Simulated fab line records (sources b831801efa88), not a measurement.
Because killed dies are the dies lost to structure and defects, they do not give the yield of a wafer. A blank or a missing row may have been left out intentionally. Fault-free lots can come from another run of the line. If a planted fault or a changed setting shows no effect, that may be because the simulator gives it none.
A struck lot beside a sound one -- flow gf180mcu -- 14 out of 602 route steps
Sound: these wafers, L584.1, L584.2, L584.3. Struck: wafers L603.3, L603.4, L603.6. The cause is named last.
Each step with rows lists, per side, the tool, then ch with its chambers, then its first start. Under that, the readings that differ: sound wafers -- struck wafers -- difference of the means -- sigmas: that difference in standard deviations of wafers without a fault.
alike: words and numbers the same on both sides, and readings whose means are apart by under 2 such deviations; not compared: readings that were withheld, readings missing a value for some wafer, numbers with overlapping values and no deviation given by the record, and bounds like >300 which may hide the same value.
Wherever a step has rows on one side only, a row that says differs or no value, or a row with sigmas, the two part there. Numbers that have no deviation but don't overlap get no sigmas and don't part them. A reading missing from all wafers of one side parts the sides only when that side holds two or more wafers.

GF_V3_STRIP_18: strips in O2/N2.
  sound on plasma-asher-02 ch 0,1, day 22 13:56; struck on plasma-asher-04 ch 0,1, day 28 23:50
  alike: drypump-motor-current-A, heater-power-w, oes-product-au
  not compared: rf-hours-counter-h
then, 2 steps without rows for these wafers: GF_V3_STRIP_19 (strips in post etch residue remover, time 1200 s); GF_V3_CLEAN_20 (cleans in DIW).
GF_V3_SPUTTER_21: material Ti, target thk 15 nm, time 80.02 s.
  sound on pvd-sputter-02, day 22 14:49; struck on pvd-sputter-04, day 29 00:20
  alike: cathode-dc-power-W, chamber-pressure-pa, throttle-valve-pct
then, 2 steps without rows for these wafers: GF_V3_SPUTTER_22 (material TiN, target thk 10 nm, time 40 s); GF_V3_CVD_23 (deposits W, target thk 350 nm, time 104.9 s).
GF_V3_RS_MEAS_24: measurement is done with a four-point probe.
  sound on film-metro-02, day 22 15:01; struck on film-metro-03, day 29 00:35
  alike: V3_W_RS
GF_V3_THK_MEAS_25: measures by xrf.
  sound on film-metro-02, day 22 15:08; struck on film-metro-03, day 29 00:41
  alike: V3_W_THK
GF_V3_CMP_26: polishes, stops on SiO2, t overpolish 15 s, target thk 0 nm.
  sound on cmp-02 ch 0,1,2, day 22 15:12; struck on cmp-02 ch 0,2, day 29 00:44
  alike: motor-current-A, overpolish-run-s, time-to-endpoint-s
GF_M4_SPUTTER_00: material Ti, target thk 37.5 nm, time 150 s.
  sound on pvd-sputter-03, day 22 15:30; struck on pvd-sputter-02, day 29 01:02
  alike: cathode-dc-power-W, chamber-pressure-pa, throttle-valve-pct
GF_M4_SPUTTER_01: material TiN, target thk 30 nm, time 25 s.
  sound on pvd-sputter-03, day 22 15:36; struck on pvd-sputter-02, day 29 01:08
  alike: cathode-dc-power-W, chamber-pressure-pa, throttle-valve-pct
then, 1 step without rows for these wafers: GF_M4_SPUTTER_02 (material AlCu, target thk 450 nm, time 23.9 s).
GF_M4_SPUTTER_03: material Ti, target thk 10 nm, time 6.7 s.
  sound on pvd-sputter-03, day 22 15:40; struck on pvd-sputter-02, day 29 01:11
  no value came back on the struck wafers for cathode-dc-power-W (W), chamber-pressure-pa (Pa), throttle-valve-pct (%); on the sound wafers cathode-dc-power-W (W) reads 3000.4 3000.9 3000.3
then, 1 step without rows for these wafers: GF_M4_SPUTTER_04 (material TiN, target thk 50 nm, time 41.7 s).

WHERE THEY PART
Only at GF_M4_SPUTTER_03, within this record.

WHY: what the simulator had put in
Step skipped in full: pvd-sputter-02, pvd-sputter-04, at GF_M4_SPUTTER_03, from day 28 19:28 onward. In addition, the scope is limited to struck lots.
